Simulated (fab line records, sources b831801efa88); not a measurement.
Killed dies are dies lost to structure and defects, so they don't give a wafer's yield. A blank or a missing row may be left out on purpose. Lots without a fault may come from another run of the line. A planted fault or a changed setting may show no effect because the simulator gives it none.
Which tool did it? | flow sky130 | 12 lots, 36 wafers sampled, at 5 steps of a route of 708

WHAT THE GAUGES READ, wafer by wafer
SKY_METAL2_THK_MEAS_06: measures by xrf. Usual: METAL2_ALCU_THK 247 nm, standard deviation 3.1.
lot  | measured     | on            | METAL2_ALCU_THK (nm) | flag
L955 | day 35 07:53 | film_metro-03 | 244 242 244          |
L954 | day 35 09:02 | film_metro-01 | 250 249 249          |
L956 | day 35 09:44 | film_metro-02 | 244 243 243          |
L960 | day 36 11:08 | film_metro-01 | 266 263 265          | OFF
L961 | day 36 16:25 | film_metro-03 | 265 261 260          | OFF
L964 | day 37 05:43 | film_metro-02 | 245 248 248          |
L963 | day 37 06:50 | film_metro-03 | 264 261 264          | OFF
L965 | day 37 20:53 | film_metro-03 | 250 249 247          |
L967 | day 38 04:23 | film_metro-01 | 248 248 251          |
L972 | day 40 01:07 | film_metro-03 | 250 249 250          |
L974 | day 40 10:56 | film_metro-01 | 251 250 251          |
L975 | day 40 13:31 | film_metro-01 | 242 245 244          |

SKY_VIA2_BOW_MEAS_03. Usual: VIA2_BOW 85 um, standard deviation 6.6.
lot  | measured     | on            | VIA2_BOW (um) | flag
L955 | day 36 13:05 | film_metro-02 | 86 83 68      |
L954 | day 36 13:46 | film_metro-04 | 85 81 84      |
L956 | day 36 14:01 | film_metro-01 | 87 77 89      |
L960 | day 37 13:26 | film_metro-04 | 96 78 83      |
L961 | day 37 20:16 | film_metro-04 | 87 92 85      |
L964 | day 38 08:08 | film_metro-02 | 93 81 80      |
L963 | day 38 08:41 | film_metro-02 | 76 88 77      |
L965 | day 38 23:27 | film_metro-04 | 91 86 88      |
L967 | day 39 07:05 | film_metro-01 | 86 91 94      |
L972 | day 41 03:41 | film_metro-01 | 96 95 91      |
L974 | day 41 11:53 | film_metro-04 | 79 76 82      |
L975 | day 41 14:34 | film_metro-02 | 91 80 89      |

WHICH TOOL RAN EACH LOT (tool, then ch and the chambers of the sampled wafers, then the start)
lot  | SKY_METAL2_SPUTTER_01        | SKY_METAL2_SPUTTER_04        | SKY_METAL2_ETCH_18
L955 | pvd_sputter-01, day 35 07:38 | pvd_sputter-01, day 35 07:43 | rie_metal-02 ch 1, day 36 11:47
L954 | pvd_sputter-02, day 35 08:47 | pvd_sputter-02, day 35 08:51 | rie_metal-04 ch 0,1, day 36 11:50
L956 | pvd_sputter-02, day 35 09:31 | pvd_sputter-02, day 35 09:34 | rie_metal-01 ch 0,1, day 36 12:41
L960 | pvd_sputter-02, day 36 10:53 | pvd_sputter-02, day 36 10:58 | rie_metal-01 ch 0,1, day 37 12:08
L961 | pvd_sputter-02, day 36 16:11 | pvd_sputter-02, day 36 16:15 | rie_metal-01 ch 0,1, day 37 18:41
L964 | pvd_sputter-03, day 37 05:28 | pvd_sputter-03, day 37 05:32 | rie_metal-01 ch 0,1, day 38 06:48
L963 | pvd_sputter-02, day 37 06:35 | pvd_sputter-02, day 37 06:40 | rie_metal-04 ch 0,1, day 38 07:26
L965 | pvd_sputter-01, day 37 20:35 | pvd_sputter-01, day 37 20:40 | rie_metal-01 ch 0,1, day 38 22:11
L967 | pvd_sputter-03, day 38 04:09 | pvd_sputter-03, day 38 04:13 | rie_metal-04 ch 0,1, day 39 05:35
L972 | pvd_sputter-03, day 40 00:52 | pvd_sputter-03, day 40 00:56 | rie_metal-02 ch 0, day 41 02:23
L974 | pvd_sputter-03, day 40 10:42 | pvd_sputter-03, day 40 10:46 | rie_metal-01 ch 0,1, day 41 10:32
L975 | pvd_sputter-01, day 40 13:17 | pvd_sputter-01, day 40 13:21 | rie_metal-02 ch 0,1, day 41 13:14
- SKY_METAL2_SPUTTER_01: material TiN, target thk 20 nm, time 16.7 s.
- SKY_METAL2_SPUTTER_04: material TiN, target thk 70 nm, time 58.3 s.
- SKY_METAL2_ETCH_18: etches BARC in N2/H2, stops on SiO2, time 45.9 s, target depth 60 nm.

WHAT THE TOOLS THEMSELVES READ (means of the sampled wafers that have a number; where no wafer has one, the mark that the record gives instead)
SKY_METAL2_SPUTTER_01. Usual: cathode_dc_power_W 6499.9 W, standard deviation 1.1; throttle_valve_pct 30.1 %, standard deviation 0.82.
lot  | tool           | cathode_dc_power_W (W) | throttle_valve_pct (%) | flag
L955 | pvd_sputter-01 | 6499.7                 | 30.4                   |
L954 | pvd_sputter-02 | 6499.1                 | 30.1                   |
L956 | pvd_sputter-02 | 6500.4                 | 29.9                   |
L960 | pvd_sputter-02 | 6500.5                 | 29.8                   |
L961 | pvd_sputter-02 | 6500.6                 | 30.0                   |
L964 | pvd_sputter-03 | 6499.9                 | 30.7                   |
L963 | pvd_sputter-02 | 6500.2                 | 29.8                   |
L965 | pvd_sputter-01 | 6500.7                 | 30.5                   |
L967 | pvd_sputter-03 | 6499.1                 | 30.0                   |
L972 | pvd_sputter-03 | 6499.5                 | 29.3                   |
L974 | pvd_sputter-03 | 6499.5                 | 30.0                   |
L975 | pvd_sputter-01 | 6500.7                 | 30.5                   |

SKY_METAL2_SPUTTER_04. Usual: cathode_dc_power_W 6499.9 W, standard deviation 1.3; throttle_valve_pct 30.1 %, standard deviation 0.84.
lot  | tool           | cathode_dc_power_W (W) | throttle_valve_pct (%) | flag
L955 | pvd_sputter-01 | 6500.9                 | 30.3                   |
L954 | pvd_sputter-02 | 6499.2                 | 30.0                   |
L956 | pvd_sputter-02 | 6499.8                 | 29.9                   |
L960 | pvd_sputter-02 | 6498.9                 | 30.1                   |
L961 | pvd_sputter-02 | 6499.7                 | 29.9                   |
L964 | pvd_sputter-03 | 6501.2                 | 30.7                   |
L963 | pvd_sputter-02 | 6501.2                 | 29.9                   |
L965 | pvd_sputter-01 | 6499.1                 | 30.6                   |
L967 | pvd_sputter-03 | 6499.2                 | 30.1                   |
L972 | pvd_sputter-03 | 6499.9                 | 29.5                   |
L974 | pvd_sputter-03 | 6500.1                 | 29.9                   |
L975 | pvd_sputter-01 | 6499.7                 | 30.3                   |

SKY_METAL2_ETCH_18. Usual: drypump_motor_current_A 6.0 A, standard deviation 0.51; oes_product_au 0.855 a.u., standard deviation 0.0045; throttle_valve_pct 13.225 %, standard deviation 0.009.
lot  | tool         | drypump_motor_current_A (A) | oes_product_au (a.u.) | throttle_valve_pct (%) | flag
L955 | rie_metal-02 | 5.7                         | 0.855                 | 13.219                 |
L954 | rie_metal-04 | 6.4                         | 0.856                 | 13.230                 |
L956 | rie_metal-01 | 6.3                         | 0.853                 | 13.223                 |
L960 | rie_metal-01 | 6.1                         | 0.855                 | 13.228                 |
L961 | rie_metal-01 | 6.1                         | 0.858                 | 13.229                 |
L964 | rie_metal-01 | 6.3                         | 0.856                 | 13.226                 |
L963 | rie_metal-04 | 6.3                         | 0.854                 | 13.221                 |
L965 | rie_metal-01 | 6.1                         | 0.850                 | 13.227                 |
L967 | rie_metal-04 | 6.4                         | 0.857                 | 13.231                 |
L972 | rie_metal-02 | 4.9                         | 0.850                 | 13.223                 |
L974 | rie_metal-01 | 6.3                         | 0.854                 | 13.221                 |
L975 | rie_metal-02 | 5.2                         | 0.856                 | 13.223                 |

THE ANSWER, worked out from the rows above alone
Rule: a lot is off if the mean of its wafers that have a number lies more than 3 standard deviations from the usual mean. A lot without any number at a reading at which 4 lots or more have one is off too. The other lots that the step has rows for count as sound. The gauges are gone through in route order, then the tools' own readings, and for those a lot's mean is taken as printed above. The first step at which some lot is off is used, and at that step the reading that is off furthest; a lot without a number counts as furthest.
Off: L960, L961, L963, at SKY_METAL2_THK_MEAS_06 (METAL2_ALCU_THK).
A tool fits if, at a process step before that reading, it ran every lot that is off, and no sound lot after the first of them. The gauges at SKY_METAL2_THK_MEAS_06 are tried like those tools. One fits: pvd_sputter-02 at SKY_METAL2_SPUTTER_01 and SKY_METAL2_SPUTTER_04. At SKY_METAL2_SPUTTER_01 its last sound lot is L956 (day 35 09:31), its first lot that is off L960 (day 36 10:53): a fault that began between those two fits.

WHAT THE SIMULATOR HAD PUT IN
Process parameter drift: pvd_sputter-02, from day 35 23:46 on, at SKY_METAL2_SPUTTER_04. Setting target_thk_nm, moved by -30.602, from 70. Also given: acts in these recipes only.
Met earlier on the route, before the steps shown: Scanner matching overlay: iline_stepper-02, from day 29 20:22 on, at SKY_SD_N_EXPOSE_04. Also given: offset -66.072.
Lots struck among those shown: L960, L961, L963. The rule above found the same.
